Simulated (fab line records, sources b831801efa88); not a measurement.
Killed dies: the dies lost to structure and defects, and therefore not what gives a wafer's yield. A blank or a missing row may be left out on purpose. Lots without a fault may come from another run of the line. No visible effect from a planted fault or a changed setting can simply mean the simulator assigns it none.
Problem report, 8D (eight disciplines) form, completed by code + flow sky130 + the parts of the form that need people (team, actions taken, sign-off) are left out

1. WHAT IS WRONG
Mean of cd_nm at SKY_SONOS_ONO_CD_MEAS_13: 388.9 nm across 6 wafers in 2 lots; on wafers with no fault it is 410.1 nm (standard deviation 2.6). That is -8.2 standard deviations from the usual mean.
The step: target cd 410 nm.
Earliest sighting: wafer L664.4 on cd_sem-02 at day 15 07:51. At this step, 36 wafers from 12 lots have a number in the record. The rule behind "out" and "out of limits": a value lying over 4 standard deviations away from the usual mean. Any other wafer with a number is counted as sound.

2. WHAT IT IS AND WHAT IT IS NOT
| question                    | is                     | is not                                                                                             |
|-----------------------------|------------------------|----------------------------------------------------------------------------------------------------|
| which readings at this step | cd_nm                  | -                                                                                                  |
| which lots                  | L664, L665             | L656, L657, L659, L662, L666, L674, L675, L676, L677, L678                                         |
| which wafers of those lots  | all that have a number | -                                                                                                  |
| read on which gauges        | cd_sem-01, cd_sem-02   | -                                                                                                  |
| when                        | from day 15 07:51      | up to then (12 sound wafers); but 18 sound wafers of L666, L674, L675, L676, L677, L678 came after |

3. WHAT RULES OUT EACH SUSPECT
Counting: any tool at a process step up to the reading is kept as a suspect provided that every lot that is out went through it and no sound lot did after the first of them.
- the gauge at SKY_SONOS_ONO_CD_MEAS_13 has been ruled out. The wafers that are out were read on 2 gauges (cd_sem-01, cd_sem-02).
- rie_si-02 at SKY_FIELD_ISO_ETCH_17 (etches Si in HBr/Cl2/O2, target depth 342 nm, time 97.7 s): ruled out as a lasting fault. The sound lots L666, L674 went through it after L664, its earliest lot that is out (day 3 21:46).
- iline_stepper-02 at SKY_SONOS_ONO_EXPOSE_10 (exposes mask ONOM, target cd 410 nm): ruled out as a lasting fault. The sound lots L674, L676, L677 went through it after L664, its earliest lot that is out (day 14 18:19).
Left after counting: nothing in the record.

4. THE CAUSE (what the simulator had put in)
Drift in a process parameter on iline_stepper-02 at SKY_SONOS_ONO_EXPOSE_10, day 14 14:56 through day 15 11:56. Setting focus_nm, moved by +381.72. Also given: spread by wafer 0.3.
The count ruled it out by mistake, since the rule takes a fault to strike every lot its tool runs from the start of the fault on, and this one did not do so.

5. THE CHAIN OF EFFECTS, in route order
One row per reading whose mean, taken over the struck wafers that have a number, lies over 3 standard deviations from the usual. Scope: only readings with a usual standard deviation given in the record; hours: median across lots of the time from each lot's start at the first step in this table that gives one to its start at this step; sigmas: change in usual standard deviations.
| hours | step                     | reading | usual    | on struck wafers | change | sigmas |
|-------|--------------------------|---------|----------|------------------|--------|--------|
| 0     | SKY_SONOS_ONO_CD_MEAS_13 | cd_nm   | 410.1 nm | 388.9            | -21.2  | -8.2   |

6. HOW IT WOULD HAVE BEEN CAUGHT EARLIER
17 hours passed between the start of the fault at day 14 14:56 and the first reading out of limits at a measuring or inspecting step in this record, taken at day 15 07:51.
No tool reading at SKY_SONOS_ONO_EXPOSE_10 that has a usual standard deviation in the record was out on any struck wafer, so an alarm limit of 4 standard deviations on those readings would not have fired.
